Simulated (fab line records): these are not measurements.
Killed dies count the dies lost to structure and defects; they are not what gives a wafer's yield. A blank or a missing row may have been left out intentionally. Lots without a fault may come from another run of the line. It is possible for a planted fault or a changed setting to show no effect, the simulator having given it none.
Problem report, 8D (eight disciplines) form, completed by code :: flow sky130 :: the parts of the form that need people (team, actions taken, sign-off) are left out

== 1. WHAT IS WRONG ==
On 3 wafers of 1 lot, exposureDoseMJCm2 at SKY_POLY_CUT_EXPOSE_05 has a mean of 32.201; fault-free wafers read 32.002, standard deviation 0.027. That puts it +7.4 standard deviations away from the usual mean.
The step: exposes mask NPCM, target cd 270 nm.
The first sign was on wafer L435.1 at day 29 09:16, on krfScanner-01. The record has a number at this step for 15 wafers belonging to 5 lots. Rule for "out" (also "out of limits"): further than 4 standard deviations from the usual mean. All remaining wafers that have a number are taken as sound.

== 2. WHAT IT IS AND WHAT IT IS NOT ==
question: which readings at this step
is: exposureDoseMJCm2
is not: -

question: which lots
is: L435
is not: L422, L424, L437, L441

question: which wafers of those lots
is: all that have a number
is not: -

question: read on which tools
is: krfScanner-01
is not: krfScanner-02

question: when
is: from day 29 09:16
is not: up to then (6 sound wafers); but 6 sound wafers of L437, L441 came after

== 3. SUSPECTS, AND WHAT RULES EACH OUT ==
Counting: a tool at any process step up to the reading remains a suspect when it ran all the lots that are out and ran no sound lot after the first of those.
- plasmaAsher-02 at SKY_LDD_LDN_STRIP_12 (strips in O2/N2): kept. It ran the lot that is out, L435 (day 28 18:32), and no sound lot after that; its last sound lot up to then is L424 (day 23 18:59).
- rieDiel-03 at SKY_SPACER_ETCHBACK_02 (etches Si3N4 in CH3F/O2, stops on SiO2, time 46.7 s, target depth 45 nm): ruled out as a lasting fault. Following L435 (day 28 20:01), the first lot on it that is out, the sound lots L441 were run on it.
- krfScanner-01 at SKY_POLY_CUT_EXPOSE_05 (exposes mask NPCM, target cd 270 nm): kept. It ran the lot that is out, L435 (day 29 09:16), and no sound lot after that; its last sound lot up to then is L422 (day 23 22:04). Out on those wafers are its own readings of exposureDoseMJCm2.
After counting, plasmaAsher-02 at SKY_LDD_LDN_STRIP_12 and krfScanner-01 at SKY_POLY_CUT_EXPOSE_05 remain.

== 4. THE CAUSE (what the simulator had put in) ==
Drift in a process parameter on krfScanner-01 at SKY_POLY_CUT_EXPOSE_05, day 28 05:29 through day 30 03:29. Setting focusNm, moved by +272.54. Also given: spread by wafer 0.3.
After counting, 2 suspects remain, this tool included.

== 5. THE CHAIN OF EFFECTS, in route order ==
One row per reading whose mean, taken over the struck wafers that have a number, lies over 3 standard deviations from the usual. Readings are gone through only where the record gives a usual standard deviation; hours: the median, over the lots, of the time from a lot's start at the first step in this table giving one to that lot's start at this step; sigmas: the change measured in usual standard deviations.
hours: 0
step: SKY_POLY_CUT_EXPOSE_05
reading: exposureDoseMJCm2
usual: 32.002
on struck wafers: 32.201
change: +0.199
sigmas: +7.4
The process steps in it:
- SKY_POLY_CUT_EXPOSE_05: exposes mask NPCM, target cd 270 nm.

== 6. HOW IT WOULD HAVE BEEN CAUGHT EARLIER ==
First out-of-limits reading in this record: day 29 09:16, which is 28 hours after fault onset at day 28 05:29.
